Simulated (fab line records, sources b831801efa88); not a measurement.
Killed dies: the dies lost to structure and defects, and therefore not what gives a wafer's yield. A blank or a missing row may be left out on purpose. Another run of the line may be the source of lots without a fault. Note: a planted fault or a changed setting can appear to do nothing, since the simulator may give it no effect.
Chamber matching -- flow gf180mcu -- 4 sister chambers for GF_V2_ETCH_16 on rie diel-04
The step etches BARC in N2/H2. 24 wafers are shown with their chamber, then 12 later ones without.

== WAFERS PAIRED WITH THEIR CHAMBERS ==
wafer,chamber,drypump motor current A (A),throttle valve pct (%),oes product au (a.u.)
L075.1,0,4.9,13.231,0.846
L075.4,3,6.4,13.224,0.857
L075.5,3,6.4,13.229,0.849
L076.1,3,6.3,13.234,0.852
L076.2,0,4.9,13.228,0.855
L076.5,0,4.9,13.212,0.857
L077.1,0,4.9,13.225,0.855
L077.2,3,6.4,13.242,0.851
L077.3,1,5.3,13.215,0.851
L079.1,3,6.3,13.211,0.857
L079.3,0,4.9,13.225,0.853
L079.6,2,6.6,13.223,0.866
L081.3,3,6.4,13.233,0.852
L081.4,2,6.6,13.219,0.859
L081.5,3,6.4,13.232,0.856
L082.1,3,6.4,13.223,0.851
L082.2,2,6.6,13.234,0.853
L082.5,0,4.9,13.221,0.850
L085.2,0,4.9,13.241,0.856
L085.5,1,5.3,13.217,0.862
L085.6,0,4.9,13.238,0.859
L087.1,2,6.6,13.209,0.864
L087.2,3,6.4,13.218,0.854
L087.4,0,4.9,13.222,0.855

SIGNATURES (averages over the wafers above)
reading,chamber 0,chamber 1,chamber 2,chamber 3,scatter within a chamber
drypump motor current A,4.900,5.300,6.600,6.378,0.0279
throttle valve pct,13.22700,13.21600,13.22125,13.22733,0.00909
oes product au,0.85400,0.85650,0.86050,0.85322,0.00419
Rule: a wafer lies at a distance from a chamber equal to the root of the sum of squares, over the readings, of (its reading less the chamber's mean, divided by the reading's scatter). The wafer belongs to the nearest chamber; if the next one is less than 2 further off, it can't be placed. The scatter: take each reading less its chamber's mean, square it, sum over the shown wafers, divide by the number of wafers less the number of chambers, and take the root.

== WAFERS MISSING THEIR CHAMBER ==
wafer,drypump motor current A (A),throttle valve pct (%),oes product au (a.u.)
L089.1,6.6,13.226,0.861
L089.2,6.4,13.234,0.857
L089.4,5.3,13.237,0.849
L090.1,6.4,13.238,0.856
L090.5,6.3,13.225,0.843
L090.6,4.9,13.226,0.861
L092.2,6.6,13.229,0.854
L092.5,4.9,13.220,0.855
L092.6,6.4,13.240,0.853
L095.2,4.9,13.221,0.855
L095.3,6.6,13.227,0.855
L095.5,4.9,13.242,0.850

== EACH ONE'S CHAMBER ==
wafer,from the rows above,in truth
L089.1,2,2
L089.2,3,3
L089.4,1,1
L090.1,3,3
L090.5,3,3
L090.6,0,0
L092.2,2,2
L092.5,0,0
L092.6,3,3
L095.2,0,0
L095.3,2,2
L095.5,0,0
12 of 12 placed correctly. Can't be placed from these rows: 0. Placed wrongly: 0.
